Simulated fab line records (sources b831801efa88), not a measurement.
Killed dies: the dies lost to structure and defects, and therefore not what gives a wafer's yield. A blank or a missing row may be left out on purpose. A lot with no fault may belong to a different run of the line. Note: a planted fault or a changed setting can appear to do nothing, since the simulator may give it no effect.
Matching of chambers ; flow sky130 ; SKY_PASSIVATION_CVD_02 on pecvd-04 has 3 sister chambers
The step deposits Si3N4, target thk 540 nm. 6 wafers are shown with their chamber, then 7 later ones without.

== WAFERS PAIRED WITH THEIR CHAMBERS ==
wafer;chamber;heater power w (W)
L389.6;2;614
L397.3;2;690
L400.1;0;816
L400.5;1;529
L403.1;0;812
L403.3;1;636

== WAFERS WITH NO CHAMBER GIVEN ==
wafer;heater power w (W)
L403.6;618
L404.1;534
L404.5;745
L404.6;603
L409.1;670
L409.3;825
L409.5;669

== EACH ONE'S CHAMBER ==
wafer;from the rows above;in truth
L403.6;can't be placed: 2 or 1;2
L404.1;can't be placed: 1 or 2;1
L404.5;can't be placed: 0 or 2 or 1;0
L404.6;can't be placed: 1 or 2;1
L409.1;can't be placed: 2 or 1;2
L409.3;0;0
L409.5;can't be placed: 2 or 1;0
Placed correctly: 1 of 7. Can't be placed from these rows: 6 (the true chamber is among the candidates in 5). 0 placed wrongly.
How it was worked out, from the rows above alone: a wafer's distance from a chamber is the root of the sum, over the readings, of the square of ((its reading less the chamber's mean) divided by the reading's scatter). If the next closest chamber is less than 2 further off than the closest, the wafer can't be placed; otherwise it belongs to the closest. For every chamber, the mean is computed from those of its wafers that are shown. How the scatter is found: for the shown wafers, subtract from each reading the mean of its chamber, square and add these, divide the total by (wafers less chambers), then take the root.
